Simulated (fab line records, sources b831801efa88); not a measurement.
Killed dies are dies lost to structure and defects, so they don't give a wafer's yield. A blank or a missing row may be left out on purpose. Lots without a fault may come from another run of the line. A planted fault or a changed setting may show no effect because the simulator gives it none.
Which tool did it? | flow gf180mcu | 13 lots, 39 wafers sampled, at 4 steps of a route of 602

WHAT THE GAUGES READ, wafer by wafer
GF_V5_THK_MEAS_01.
lot  | measured     | on            | V5_CVD_00_THK (nm)
L607 | day 26 12:52 | film_metro-01 | 300.9 303.7 305.0
L608 | day 26 21:38 | film_metro-01 | 297.5 299.0 303.0
L609 | day 27 02:07 | film_metro-01 | 303.0 298.5 299.1
L610 | day 27 13:50 | film_metro-02 | 299.1 298.6 303.9
L611 | day 27 21:26 | film_metro-04 | 301.5 300.4 305.6
L612 | day 27 20:44 | film_metro-02 | 300.2 299.6 299.2
L614 | day 28 11:44 | film_metro-01 | 300.2 302.3 304.6
L615 | day 28 23:44 | film_metro-04 | 298.0 299.6 301.0
L617 | day 29 10:20 | film_metro-02 | 301.3 300.7 301.8
L618 | day 29 19:18 | film_metro-02 | 297.9 296.2 297.2
L619 | day 30 03:35 | film_metro-02 | 301.0 299.4 301.3
L620 | day 30 08:37 | film_metro-02 | 300.4 295.1 297.5
L622 | day 30 16:55 | film_metro-04 | 295.9 298.7 301.0

WHICH TOOL RAN EACH LOT (tool, then ch and the chambers of the sampled wafers, then the start)
lot  | GF_M2_SPUTTER_01             | GF_MIM_SPUTTER_02            | GF_M5_ETCH_09
L607 | pvd_sputter-01, day 18 08:41 | pvd_sputter-04, day 24 16:25 | rie_diel-04 ch 0,2,3, day 26 11:42
L608 | pvd_sputter-03, day 18 20:21 | pvd_sputter-04, day 25 02:06 | rie_diel-04 ch 0,1,2, day 26 20:33
L609 | pvd_sputter-03, day 19 00:10 | pvd_sputter-04, day 25 06:30 | rie_diel-01 ch 0,1, day 27 01:15
L610 | pvd_sputter-03, day 19 16:08 | pvd_sputter-02, day 25 19:29 | rie_diel-03 ch 0,2,3, day 27 13:06
L611 | pvd_sputter-03, day 19 22:22 | pvd_sputter-03, day 26 03:14 | rie_diel-03 ch 1,2, day 27 20:42
L612 | pvd_sputter-04, day 20 00:49 | pvd_sputter-04, day 26 03:13 | rie_diel-04 ch 0,1,2, day 27 20:00
L614 | pvd_sputter-04, day 20 18:09 | pvd_sputter-02, day 26 18:05 | rie_diel-04 ch 2,3, day 28 10:59
L615 | pvd_sputter-03, day 21 08:39 | pvd_sputter-04, day 27 07:21 | rie_diel-01 ch 0,1,2, day 28 22:56
L617 | pvd_sputter-03, day 21 20:55 | pvd_sputter-03, day 27 17:50 | rie_diel-01 ch 1,2, day 29 09:35
L618 | pvd_sputter-01, day 22 07:20 | pvd_sputter-02, day 28 02:19 | rie_diel-03 ch 0,1,2, day 29 18:08
L619 | pvd_sputter-03, day 22 18:41 | pvd_sputter-02, day 28 11:48 | rie_diel-03 ch 0,1,2, day 30 02:43
L620 | pvd_sputter-03, day 23 01:45 | pvd_sputter-04, day 28 17:19 | rie_diel-01 ch 0,1, day 30 07:53
L622 | pvd_sputter-03, day 23 12:56 | pvd_sputter-02, day 29 02:30 | rie_diel-03 ch 0,1,3, day 30 16:11
- GF_M2_SPUTTER_01: material TiN, target thk 30 nm, time 25 s.
- GF_MIM_SPUTTER_02: material AlCu, target thk 450 nm, time 23.9 s.
- GF_M5_ETCH_09: etches Si3N4 in CF4/O2, target depth 52 nm, time 11.6 s.

WHAT THE TOOLS THEMSELVES READ (means of the sampled wafers that have a number; where no wafer has one, the mark that the record gives instead)
GF_M2_SPUTTER_01.
lot  | tool           | throttle_valve_pct (%)
L607 | pvd_sputter-01 | 31.9
L608 | pvd_sputter-03 | 29.7
L609 | pvd_sputter-03 | 29.2
L610 | pvd_sputter-03 | 29.6
L611 | pvd_sputter-03 | 29.3
L612 | pvd_sputter-04 | 29.3
L614 | pvd_sputter-04 | 29.3
L615 | pvd_sputter-03 | 28.6
L617 | pvd_sputter-03 | 30.8
L618 | pvd_sputter-01 | 31.2
L619 | pvd_sputter-03 | 30.0
L620 | pvd_sputter-03 | 29.5
L622 | pvd_sputter-03 | 28.9

GF_MIM_SPUTTER_02.
lot  | tool           | throttle_valve_pct (%)
L607 | pvd_sputter-04 | 29.2
L608 | pvd_sputter-04 | 29.4
L609 | pvd_sputter-04 | 30.2
L610 | pvd_sputter-02 | 30.3
L611 | pvd_sputter-03 | 29.4
L612 | pvd_sputter-04 | 30.0
L614 | pvd_sputter-02 | 30.6
L615 | pvd_sputter-04 | 29.2
L617 | pvd_sputter-03 | 28.7
L618 | pvd_sputter-02 | 30.2
L619 | pvd_sputter-02 | 30.6
L620 | pvd_sputter-04 | 29.0
L622 | pvd_sputter-02 | 30.5

GF_M5_ETCH_09.
lot  | tool        | O2_flow_sccm (sccm) | drypump_motor_current_A (A) | oes_product_au (a.u.) | throttle_valve_pct (%)
L607 | rie_diel-04 | 10.00               | 5.8                         | 1.006                 | 5.972
L608 | rie_diel-04 | 9.98                | 5.8                         | 1.001                 | 5.965
L609 | rie_diel-01 | 10.03               | 5.5                         | 0.995                 | 5.974
L610 | rie_diel-03 | 10.00               | 5.3                         | 1.000                 | 5.978
L611 | rie_diel-03 | 9.96                | 5.1                         | 1.003                 | 5.966
L612 | rie_diel-04 | 10.00               | 5.7                         | 1.003                 | 5.966
L614 | rie_diel-04 | 10.02               | 5.7                         | 1.009                 | 5.964
L615 | rie_diel-01 | 10.02               | 5.5                         | 0.998                 | 5.972
L617 | rie_diel-01 | 10.04               | 5.9                         | 0.990                 | 5.975
L618 | rie_diel-03 | 10.01               | 5.4                         | 0.998                 | 5.972
L619 | rie_diel-03 | 10.01               | 5.4                         | 0.994                 | 5.964
L620 | rie_diel-01 | 10.02               | 5.4                         | 0.990                 | 5.969
L622 | rie_diel-03 | 10.00               | 5.6                         | 1.001                 | 5.966

THE ANSWER, worked out from the rows above alone
Rule: what is usual is taken from the lots themselves. Put in order of their means at a reading, lots are off if they are a third of the lots or fewer, leave a main group of 4 or more, and stand apart from it by a gap of 3 or more times the standard deviation of the main group's means; of several such gaps the widest counts. A main group whose means are all the same, to the digits that the tables above print for the reading, isn't used. A lot without any number at a reading at which 4 lots or more have one is off too. The other lots that the step has rows for count as sound. The gauges are gone through in route order, then the tools' own readings, and for those a lot's mean is taken as printed above. The first step at which some lot is off is used, and at that step the reading that is off furthest; a lot without a number counts as furthest.
No lot is off at any reading shown: from this, nothing can be told.

WHAT THE SIMULATOR HAD PUT IN
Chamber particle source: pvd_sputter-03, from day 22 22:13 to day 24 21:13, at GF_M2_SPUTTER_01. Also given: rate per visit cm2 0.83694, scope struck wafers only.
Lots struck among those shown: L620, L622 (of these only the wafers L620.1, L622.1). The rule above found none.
